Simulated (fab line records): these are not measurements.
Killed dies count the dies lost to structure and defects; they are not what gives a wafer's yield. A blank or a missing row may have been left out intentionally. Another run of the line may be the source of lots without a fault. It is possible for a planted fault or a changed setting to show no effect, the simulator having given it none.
The tool behind it: which one? :: flow sky130 :: 24 wafers from 8 lots sampled at 5 of the route's 708 steps

== WHAT THE GAUGES READ, wafer by wafer ==
SKY_PWDE_OVL_MEAS_07. Usual: PWDE_OVL typically reads -0.1 nm, with standard deviation 1.6.
lot: L412
measured: day 3 23:22
on: overlay-01
PWDE_OVL (nm): -0.4 -4.3 -0.3
flag: 

lot: L413
measured: day 4 05:42
on: overlay-01
PWDE_OVL (nm): -2.1 -1.8 1.2
flag: 

lot: L414
measured: day 4 07:10
on: overlay-01
PWDE_OVL (nm): -3.8 -1.0 -0.6
flag: 

lot: L415
measured: day 4 13:43
on: overlay-02
PWDE_OVL (nm): -1.2 -0.3 0.4
flag: 

lot: L419
measured: day 5 13:44
on: overlay-02
PWDE_OVL (nm): -0.8 -1.4 -1.1
flag: 

lot: L420
measured: day 5 20:19
on: overlay-02
PWDE_OVL (nm): -1.7 -1.5 -1.1
flag: 

lot: L423
measured: day 6 08:43
on: overlay-02
PWDE_OVL (nm): -1.9 0.2 -1.7
flag: 

lot: L424
measured: day 6 20:37
on: overlay-02
PWDE_OVL (nm): 2.6 2.4 0.9
flag: 

SKY_PWDE_TW_MEAS_10. Usual: PWDE_TW typically reads 374.7, with standard deviation 1.6.
lot: L412
measured: day 3 23:40
on: filmMetro-01
PWDE_TW: 373.3 371.7 370.2
flag: 

lot: L413
measured: day 4 05:59
on: filmMetro-03
PWDE_TW: 375.7 376.0 373.8
flag: 

lot: L414
measured: day 4 07:27
on: filmMetro-03
PWDE_TW: 376.6 375.2 375.0
flag: 

lot: L415
measured: day 4 14:01
on: filmMetro-03
PWDE_TW: 373.7 374.4 376.4
flag: 

lot: L419
measured: day 5 14:02
on: filmMetro-03
PWDE_TW: 375.7 375.9 377.2
flag: 

lot: L420
measured: day 5 20:36
on: filmMetro-02
PWDE_TW: 375.6 374.2 374.7
flag: 

lot: L423
measured: day 6 09:00
on: filmMetro-03
PWDE_TW: 719.5 726.5 721.4 717.4 721.1 714.6
flag: OFF

lot: L424
measured: day 6 20:54
on: filmMetro-02
PWDE_TW: 713.5 718.0 719.0 717.4 716.0 717.8
flag: OFF

SKY_SD_N_TW_MEAS_12. Usual: SD_N_TW typically reads 4015, with standard deviation 27.
lot: L412
measured: day 28 04:28
on: filmMetro-02
SD_N_TW: 4009 4011 4003
flag: 

lot: L413
measured: day 28 17:52
on: filmMetro-02
SD_N_TW: 4010 4039 4035
flag: 

lot: L414
measured: day 29 04:19
on: filmMetro-04
SD_N_TW: 4031 4021 4016
flag: 

lot: L415
measured: day 29 12:23
on: filmMetro-04
SD_N_TW: 4068 4041 4045
flag: 

lot: L419
measured: day 30 14:17
on: filmMetro-04
SD_N_TW: 4023 4008 4022
flag: 

lot: L420
measured: day 30 23:22
on: filmMetro-02
SD_N_TW: 4012 3997 4013
flag: 

SKY_LI_CONTACT_THK_MEAS_01. Usual: LI_CONTACT_HDPCVD_THK typically reads 973 nm, with standard deviation 13.
lot: L412
measured: day 28 05:15
on: filmMetro-01
LI_CONTACT_HDPCVD_THK (nm): 982 962 983
flag: 

lot: L413
measured: day 28 18:37
on: filmMetro-01
LI_CONTACT_HDPCVD_THK (nm): 995 944 1000
flag: 

lot: L414
measured: day 29 05:04
on: filmMetro-04
LI_CONTACT_HDPCVD_THK (nm): 997 996 970
flag: 

lot: L415
measured: day 29 13:13
on: filmMetro-02
LI_CONTACT_HDPCVD_THK (nm): 970 978 1001
flag: 

lot: L419
measured: day 30 15:04
on: filmMetro-04
LI_CONTACT_HDPCVD_THK (nm): 971 982 967
flag: 

lot: L420
measured: day 31 00:09
on: filmMetro-01
LI_CONTACT_HDPCVD_THK (nm): 998 958 1000
flag: 

== EACH LOT AND THE TOOL THAT RAN IT (in order: tool; ch and the chambers of the sampled wafers; start) ==
lot: L412
SKY_PWDE_IMPLANT_08: implanter-02 ch 0, day 3 23:25

lot: L413
SKY_PWDE_IMPLANT_08: implanter-04 ch 0, day 4 05:44

lot: L414
SKY_PWDE_IMPLANT_08: implanter-04 ch 0, day 4 07:12

lot: L415
SKY_PWDE_IMPLANT_08: implanter-01 ch 0, day 4 13:49

lot: L419
SKY_PWDE_IMPLANT_08: implanter-02 ch 0, day 5 13:49

lot: L420
SKY_PWDE_IMPLANT_08: implanter-02 ch 0, day 5 20:21

lot: L423
SKY_PWDE_IMPLANT_08: implanter-02 ch 0, day 6 08:45

lot: L424
SKY_PWDE_IMPLANT_08: implanter-04 ch 0, day 6 20:40
- SKY_PWDE_IMPLANT_08

== AS READ BY THE TOOLS THEMSELVES (means over the sampled wafers that have a number; for cases with no such wafer, the mark the record gives instead) ==
The record holds no such reading with a usual standard deviation.

== THE ANSWER, worked out from the rows above alone ==
Rule: take the mean of a lot's wafers that have a number; if it is more than 3 standard deviations from the usual mean, the lot is off. A lot without any number at a reading at which 4 lots or more have one is off too. All remaining lots with rows at the step are treated as sound. After the gauges, taken in route order, come the tools' own readings; for these a lot's mean is taken, as printed above. The first step at which some lot is off is used, and at that step the reading that is off furthest; a lot without a number counts as furthest.
Off: at SKY_PWDE_TW_MEAS_10 (PWDE_TW), L423, L424.
A tool fits if, at a process step before that reading, it ran every lot that is off, and no sound lot after the first of them. Gauges at SKY_PWDE_TW_MEAS_10: tried the same way as those tools. Not one of the candidates tried fits.

== WHAT THE SIMULATOR HAD PUT IN ==
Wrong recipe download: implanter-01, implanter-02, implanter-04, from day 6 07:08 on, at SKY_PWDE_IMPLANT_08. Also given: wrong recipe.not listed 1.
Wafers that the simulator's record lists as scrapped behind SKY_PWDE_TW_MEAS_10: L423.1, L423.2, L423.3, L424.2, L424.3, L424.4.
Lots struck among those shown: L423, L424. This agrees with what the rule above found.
